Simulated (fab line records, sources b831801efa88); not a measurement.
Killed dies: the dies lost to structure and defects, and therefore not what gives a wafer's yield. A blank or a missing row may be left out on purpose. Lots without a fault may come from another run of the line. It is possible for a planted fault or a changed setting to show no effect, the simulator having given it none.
Problem report in the 8D (eight disciplines) form, filled by code    flow sky130    the parts of the form that need people (team, actions taken, sign-off) are left out

1. PROBLEM STATEMENT
Across 3 wafers from 3 lots, VT_ADJUST_LVTN_TW at SKY_VT_ADJUST_LVTN_TW_MEAS_10 averages 29.8, while fault-free wafers read 238.3 with a standard deviation of 1.8. That is -99 or more standard deviations from the usual mean.
First seen on wafer L481.4, day 8 13:17, on film metro-04. At this step, 36 wafers from 13 lots have a number in the record. The rule behind "out" and "out of limits": a value lying over 4 standard deviations away from the usual mean. Any other wafer with a number is counted as sound.

2. WHAT IT IS; WHAT IT IS NOT
question                     is                            is not
which readings at this step  VT_ADJUST_LVTN_TW             -
which lots                   L481, L482, L484              L473, L486, L487, L488, L490, L492, L493, L494, L495, L496
which wafers of those lots   L481.4, L482.4, L484.3        L481.1, L482.6, L484.6
read on which gauges         film metro-03, film metro-04  film metro-01
when                         from day 8 13:17              up to then (4 sound wafers); but 29 sound wafers of L482, L484, L486, L487, L488, L490, L492, L493, L494, L495, L496 came after

3. WHAT RULES OUT EACH SUSPECT
Counting: if a tool at a process step up to the reading ran every lot that is out, it stays a suspect. Sound lots after the first of them don't rule it out here, since some wafers of a struck lot are sound.
- the gauge at SKY_VT_ADJUST_LVTN_TW_MEAS_10 has been ruled out. 2 gauges (film metro-03, film metro-04) read the wafers that are out.
- litho track-02 at SKY_VT_ADJUST_LVTN_DEVELOP_06 (develop time 60 s): kept. It ran every lot that is out, first L481 (day 8 12:00).
Remaining after the count: litho track-02 at SKY_VT_ADJUST_LVTN_DEVELOP_06.

4. THE CAUSE (what the simulator had put in)
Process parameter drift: litho track-02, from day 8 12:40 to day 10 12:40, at SKY_VT_ADJUST_LVTN_DEVELOP_06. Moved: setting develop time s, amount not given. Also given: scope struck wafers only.
This tool alone remained once counting was done.

5. THE EFFECT CHAIN, in route order
One row per reading whose mean, taken over the struck wafers that have a number, lies over 3 standard deviations from the usual. Scope: only readings with a usual standard deviation given in the record; hours: median across lots of the time from each lot's start at the first step in this table that gives one to its start at this step; sigmas: change in usual standard deviations.
hours  step                           reading              usual  on struck wafers  change  sigmas
0      SKY_VT_ADJUST_LVTN_TW_MEAS_10  VT_ADJUST_LVTN_TW    238.3  29.8              -208.5  -99 or more
958    SKY_PAD_OPEN_PROBE_99          killed at front end  14     422               +408    +93
958    SKY_PAD_OPEN_PROBE_99          killed dies          86     492               +406    +45
958    SKY_PAD_OPEN_PROBE_99          killed on rim        17     96                +79     +21
Here are the process steps it includes:
- SKY_PAD_OPEN_PROBE_99
Readings that are blank on the struck wafers while sound wafers have them: VT_ADJUST_LVTN_OVL at SKY_VT_ADJUST_LVTN_OVL_MEAS_07.

6. HOW IT WOULD HAVE BEEN CAUGHT EARLIER
In this record the first reading out of limits at a measuring or inspecting step was taken at day 8 13:17, 1 hour after the fault began at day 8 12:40.
Between SKY_VT_ADJUST_LVTN_DEVELOP_06 and SKY_VT_ADJUST_LVTN_TW_MEAS_10, SKY_VT_ADJUST_LVTN_OVL_MEAS_07 gave no VT_ADJUST_LVTN_OVL on the struck wafers, where sound wafers have one: a measuring or inspecting step that comes back empty is itself a sign.
Of the tool readings at SKY_VT_ADJUST_LVTN_DEVELOP_06 for which the record gives a usual standard deviation, none was out on any struck wafer, so an alarm limit of 4 standard deviations on them would not have fired.
Of the lots that are out (3), L482, L484 began SKY_VT_ADJUST_LVTN_DEVELOP_06 on litho track-02 after day 8 13:17. A hold on the tool at that time would have spared those 2.
